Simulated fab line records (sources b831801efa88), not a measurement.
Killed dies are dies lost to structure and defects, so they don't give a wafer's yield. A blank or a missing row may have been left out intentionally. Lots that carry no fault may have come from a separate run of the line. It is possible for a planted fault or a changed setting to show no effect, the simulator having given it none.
Which of the tools did it? ; flow sky130 ; 24 lots with 72 wafers sampled at 5 steps, on a route of 708 steps

== WHAT THE GAUGES SHOWED, per wafer ==
SKY_CONTACT_THK_MEAS_03.
lot;measured;on;CONTACT_HDPCVD_THK (nm)
L074;day 30 03:25;filmMetro-03;570 580 573
L075;day 30 09:34;filmMetro-01;562 555 558
L076;day 30 20:28;filmMetro-03;571 567 566
L077;day 31 05:25;filmMetro-02;560 549 555
L078;day 31 16:59;filmMetro-02;564 572 565
L079;day 31 23:57;filmMetro-01;567 560 569
L081;day 32 11:35;filmMetro-03;571 558 564
L080;day 32 20:08;filmMetro-01;557 558 558
L082;day 33 00:19;filmMetro-01;561 560 550
L083;day 33 21:03;filmMetro-01;578 566 566
L084;day 34 16:13;filmMetro-03;569 567 565
L085;day 34 18:01;filmMetro-01;564 565 562
L086;day 34 21:40;filmMetro-03;567 566 564
L087;day 34 21:55;filmMetro-03;572 566 567
L088;day 35 05:17;filmMetro-01;568 570 564
L089;day 35 09:38;filmMetro-03;567 563 570
L090;day 35 11:06;filmMetro-03;565 561 562
L092;day 36 03:38;filmMetro-03;555 562 553
L091;day 36 04:33;filmMetro-03;564 555 550
L093;day 36 09:17;filmMetro-02;570 562 566
L094;day 36 16:23;filmMetro-02;569 559 567
L095;day 36 20:41;filmMetro-01;554 554 554
L096;day 37 00:58;filmMetro-02;565 560 565
L097;day 37 13:53;filmMetro-02;567 564 570

SKY_VIA1_OVL_MEAS_13.
lot;measured;on;VIA1_OVL (nm)
L074;day 33 17:08;overlay-02;-2 4 1
L075;day 33 22:29;overlay-02;-6 -2 -4
L076;day 34 08:45;overlay-02;-8 -1 -3
L077;day 34 16:13;overlay-02;2 0 8
L078;day 35 05:11;overlay-02;11 14 14
L079;day 35 11:56;overlay-01;-6 -1 0
L081;day 35 22:35;overlay-01;1 12 5
L080;day 36 06:08;overlay-01;3 1 -2
L082;day 36 11:20;overlay-02;4 0 -7
L083;day 37 07:25;overlay-02;5 9 3
L084;day 38 02:32;overlay-01;7 2 4
L085;day 38 04:10;overlay-01;1 0 4
L086;day 38 07:31;overlay-01;8 5 6
L087;day 38 08:26;overlay-02;2 8 4
L088;day 38 14:29;overlay-01;-1 5 3
L089;day 38 18:22;overlay-01;0 0 2
L090;day 38 20:40;overlay-01;6 3 -3
L092;day 39 12:35;overlay-01;11 6 7
L091;day 39 13:25;overlay-02;2 9 5
L093;day 39 17:16;overlay-01;9 1 2
L094;day 40 01:40;overlay-01;2 4 4
L095;day 40 05:59;overlay-01;7 8 13
L096;day 40 08:19;overlay-02;0 4 4
L097;day 40 20:41;overlay-02;17 11 6

SKY_METAL2_CD_MEAS_15: target cd 140 nm.
lot;measured;on;cdNm (nm)
L074;day 34 21:55;cdSem-01;139.4 139.0 138.1
L075;day 35 02:17;cdSem-01;139.5 138.1 140.1
L076;day 35 13:10;cdSem-02;141.7 142.5 142.3
L077;day 35 20:08;cdSem-01;140.4 139.2 139.9
L078;day 36 07:53;cdSem-02;139.7 139.4 138.9
L079;day 36 15:13;cdSem-02;139.4 140.7 138.9
L081;day 37 01:44;cdSem-02;139.9 139.4 140.5
L080;day 37 09:58;cdSem-02;140.6 140.2 141.7
L082;day 37 14:17;cdSem-01;141.0 140.8 141.1
L083;day 38 11:22;cdSem-02;139.0 139.8 138.5
L084;day 39 05:50;cdSem-01;138.5 139.2 138.2
L085;day 39 07:10;cdSem-01;139.5 140.3 140.3
L086;day 39 10:07;cdSem-02;141.1 141.0 141.3
L087;day 39 11:16;cdSem-02;138.2 140.0 137.9
L088;day 39 17:10;cdSem-01;139.9 140.7 140.2
L089;day 39 20:37;cdSem-01;141.7 141.2 140.9
L090;day 39 22:31;cdSem-01;140.2 141.4 142.7
L092;day 40 14:28;cdSem-02;140.3 139.6 140.4
L091;day 40 15:06;cdSem-01;137.8 137.5 137.5
L093;day 40 19:13;cdSem-02;137.6 137.2 137.5
L094;day 41 03:29;cdSem-02;139.3 138.2 139.4
L095;day 41 07:32;cdSem-02;139.2 139.4 138.3
L096;day 41 10:12;cdSem-01;140.1 140.3 141.2
L097;day 41 23:08;cdSem-01;139.6 140.2 138.5

SKY_VIA3_OVL_MEAS_13.
lot;measured;on;VIA3_OVL (nm)
L074;day 39 09:58;overlay-01;-6 -16 -6
L075;day 39 14:50;overlay-02;-5 -5 -2
L076;day 39 23:57;overlay-02;-9 -5 -4
L077;day 40 06:20;overlay-02;-3 -6 -4
L078;day 40 18:08;overlay-02;4 3 -5
L079;day 41 00:43;overlay-02;-11 -7 -13
L081;day 41 11:34;overlay-02;-3 -2 -11
L080;day 41 19:11;overlay-01;-3 -1 1
L082;day 42 00:12;overlay-01;-10 -6 -4
L083;day 42 17:38;overlay-01;5 -6 2
L084;day 43 10:41;overlay-02;-4 3 2
L085;day 43 12:32;overlay-02;-10 -8 -16
L086;day 43 14:53;overlay-02;-3 -9 -16
L087;day 43 16:10;overlay-02;-8 -8 -15
L088;day 43 22:00;overlay-01;-13 -12 -13
L089;day 44 00:57;overlay-01;-2 -6 -7
L090;day 44 02:18;overlay-01;-9 -9 -4
L092;day 44 16:32;overlay-02;-6 -16 -6
L091;day 44 17:26;overlay-02;-13 -2 -8
L093;day 44 21:28;overlay-02;2 0 1
L094;day 45 03:21;overlay-01;1 -6 1
L095;day 45 08:08;overlay-02;-15 -3 -16
L096;day 45 12:05;overlay-02;3 -1 -3
L097;day 45 20:17;overlay-02;-11 -8 -9

== TOOL THAT RAN EACH LOT (tool first, then ch and the chambers of the sampled wafers, then the start) ==
lot;SKY_VIA1_STRIP_16
L074;plasmaAsher-03 ch 0,1, day 33 17:15
L075;plasmaAsher-01 ch 0, day 33 22:36
L076;plasmaAsher-04 ch 0,1, day 34 08:53
L077;plasmaAsher-01 ch 0,1, day 34 16:20
L078;plasmaAsher-04 ch 0,1, day 35 05:19
L079;plasmaAsher-03 ch 0,1, day 35 12:05
L081;plasmaAsher-01 ch 0,1, day 35 22:43
L080;plasmaAsher-01 ch 0,1, day 36 06:16
L082;plasmaAsher-03 ch 0,1, day 36 11:28
L083;plasmaAsher-01 ch 0,1, day 37 07:32
L084;plasmaAsher-04 ch 0,1, day 38 02:39
L085;plasmaAsher-04 ch 0,1, day 38 04:17
L086;plasmaAsher-01 ch 0,1, day 38 07:38
L087;plasmaAsher-01 ch 0,1, day 38 08:33
L088;plasmaAsher-03 ch 0,1, day 38 14:37
L089;plasmaAsher-03 ch 0,1, day 38 18:29
L090;plasmaAsher-03 ch 0,1, day 38 20:49
L092;plasmaAsher-03 ch 0,1, day 39 12:43
L091;plasmaAsher-04 ch 0,1, day 39 13:32
L093;plasmaAsher-01 ch 0,1, day 39 17:24
L094;plasmaAsher-01 ch 0,1, day 40 01:47
L095;plasmaAsher-03 ch 0,1, day 40 06:07
L096;plasmaAsher-01 ch 0,1, day 40 08:26
L097;plasmaAsher-01 ch 0,1, day 40 20:49
- SKY_VIA1_STRIP_16: strips in O2/N2.

== AS READ BY THE TOOLS THEMSELVES (means over the sampled wafers that have a number; for cases with no such wafer, the mark the record gives instead) ==
SKY_VIA1_STRIP_16.
lot;tool;drypumpMotorCurrentA (A);oesProductAu (a.u.);stripTimeToEndpointS (s)
L074;plasmaAsher-03;5.5;0.418;4.46
L075;plasmaAsher-01;6.0;0.414;4.42
L076;plasmaAsher-04;5.9;0.414;4.48
L077;plasmaAsher-01;5.6;0.414;4.43
L078;plasmaAsher-04;5.9;0.418;4.45
L079;plasmaAsher-03;5.3;0.415;4.46
L081;plasmaAsher-01;5.6;0.415;4.40
L080;plasmaAsher-01;5.8;0.415;4.39
L082;plasmaAsher-03;5.3;0.416;4.46
L083;plasmaAsher-01;5.8;0.420;4.47
L084;plasmaAsher-04;6.1;0.420;4.41
L085;plasmaAsher-04;6.1;0.414;4.41
L086;plasmaAsher-01;5.8;0.410;4.43
L087;plasmaAsher-01;5.6;0.410;4.40
L088;plasmaAsher-03;5.3;0.409;4.40
L089;plasmaAsher-03;5.3;0.411;4.42
L090;plasmaAsher-03;5.3;0.420;4.48
L092;plasmaAsher-03;5.3;0.418;4.44
L091;plasmaAsher-04;6.1;0.417;4.41
L093;plasmaAsher-01;5.8;0.418;4.41
L094;plasmaAsher-01;5.8;0.417;4.47
L095;plasmaAsher-03;5.3;0.417;4.45
L096;plasmaAsher-01;5.8;0.414;4.46
L097;plasmaAsher-01;5.8;0.417;4.46

== THE ANSWER, worked out from the rows above alone ==
Rule: the usual values come from the lots themselves. Put in order of their means at a reading, lots are off if they are a third of the lots or fewer, leave a main group of 4 or more, and stand apart from it by a gap of 3 or more times the standard deviation of the main group's means; of several such gaps the widest counts. A main group is skipped when, at the precision printed for the reading in the tables above, its means are all equal. A lot without any number at a reading at which 4 lots or more have one is off too. Any other lot the step has rows for is counted as sound. First the gauges in route order, then the tools' own readings, where a lot's mean is used as printed above. At the first step where some lot is off, the reading lying furthest off is the one used; lots without a number count as furthest.
No lot is off at any reading shown: from this, nothing can be told.

== WHAT THE SIMULATOR PUT IN ==
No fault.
